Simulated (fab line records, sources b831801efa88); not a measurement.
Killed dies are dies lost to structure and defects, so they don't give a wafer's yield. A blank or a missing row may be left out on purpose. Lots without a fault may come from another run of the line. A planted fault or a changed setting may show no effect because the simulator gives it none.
Which tool did it? | flow sky130 | 11 lots, 33 wafers sampled, at 3 steps of a route of 708

WHAT THE GAUGES READ, wafer by wafer
SKY_GATE_OXIDE_THK_MEAS_02.
lot  | measured     | on            | GATE_OXIDE_OXIDATION_00_THK (nm)
L842 | day 13 01:48 | film_metro-02 | 10.43 10.22 10.19
L843 | day 13 11:29 | film_metro-02 | 9.96 9.88 9.99
L844 | day 13 19:38 | film_metro-02 | 10.12 10.38 10.09
L845 | day 14 02:28 | film_metro-02 | 10.66 10.55 10.54
L848 | day 15 06:07 | film_metro-01 | 10.12 10.06 10.22
L853 | day 16 20:25 | film_metro-04 | 7.19 6.90 7.11
L854 | day 17 03:24 | film_metro-02 | 7.10 7.02 7.25
L861 | day 19 16:47 | film_metro-02 | 10.21 9.95 10.19
L862 | day 19 18:11 | film_metro-02 | 10.13 10.07 10.13
L863 | day 20 03:42 | film_metro-04 | 10.14 10.11 10.18
L864 | day 20 09:12 | film_metro-04 | 10.09 10.25 10.25

WHICH TOOL RAN EACH LOT (tool, then ch and the chambers of the sampled wafers, then the start)
lot  | SKY_VT_ADJUST_HVTR_STRIP_10          | SKY_GATE_OXIDE_OXIDATION_01
L842 | plasma_asher-02 ch 1, day 9 20:19    | furnace-02 ch 0, day 13 00:23
L843 | plasma_asher-01 ch 0,1, day 10 04:52 | furnace-01 ch 0, day 13 10:04
L844 | plasma_asher-02 ch 0,1, day 10 08:25 | furnace-02 ch 0, day 13 18:13
L845 | plasma_asher-02 ch 0,1, day 10 18:01 | furnace-02 ch 0, day 14 01:04
L848 | plasma_asher-03 ch 0,1, day 11 19:28 | furnace-01 ch 0, day 15 04:41
L853 | plasma_asher-02 ch 0,1, day 13 02:53 | furnace-02 ch 0, day 16 19:01
L854 | plasma_asher-03 ch 0, day 13 09:36   | furnace-02 ch 0, day 17 01:59
L861 | plasma_asher-01 ch 0,1, day 15 19:07 | furnace-01 ch 0, day 19 15:22
L862 | plasma_asher-02 ch 0,1, day 15 19:25 | furnace-01 ch 0, day 19 16:47
L863 | plasma_asher-01 ch 0,1, day 16 05:00 | furnace-02 ch 0, day 20 02:17
L864 | plasma_asher-02 ch 0,1, day 16 10:29 | furnace-02 ch 0, day 20 07:38
- SKY_VT_ADJUST_HVTR_STRIP_10: strips in O2/N2.
- SKY_GATE_OXIDE_OXIDATION_01: stabilise 600 s, purge 300 s, target thk 10.268 nm.

THE ANSWER, worked out from the rows above alone
Rule: what is usual is taken from the lots themselves. Put in order of their means at a reading, lots are off if they are a third of the lots or fewer, leave a main group of 4 or more, and stand apart from it by a gap of 3 or more times the standard deviation of the main group's means; of several such gaps the widest counts. A main group whose means are all the same, to the digits that the tables above print for the reading, isn't used. A lot without any number at a reading at which 4 lots or more have one is off too. The other lots that the step has rows for count as sound.
Off: L853, L854, at SKY_GATE_OXIDE_THK_MEAS_02 (GATE_OXIDE_OXIDATION_00_THK). The main group: mean 10.19 nm, standard deviation 0.16.
A tool fits if, at a process step before that reading, it ran every lot that is off, and no sound lot after the first of them. The gauges at SKY_GATE_OXIDE_THK_MEAS_02 are tried like those tools. None of those tried fits.

WHAT THE SIMULATOR HAD PUT IN
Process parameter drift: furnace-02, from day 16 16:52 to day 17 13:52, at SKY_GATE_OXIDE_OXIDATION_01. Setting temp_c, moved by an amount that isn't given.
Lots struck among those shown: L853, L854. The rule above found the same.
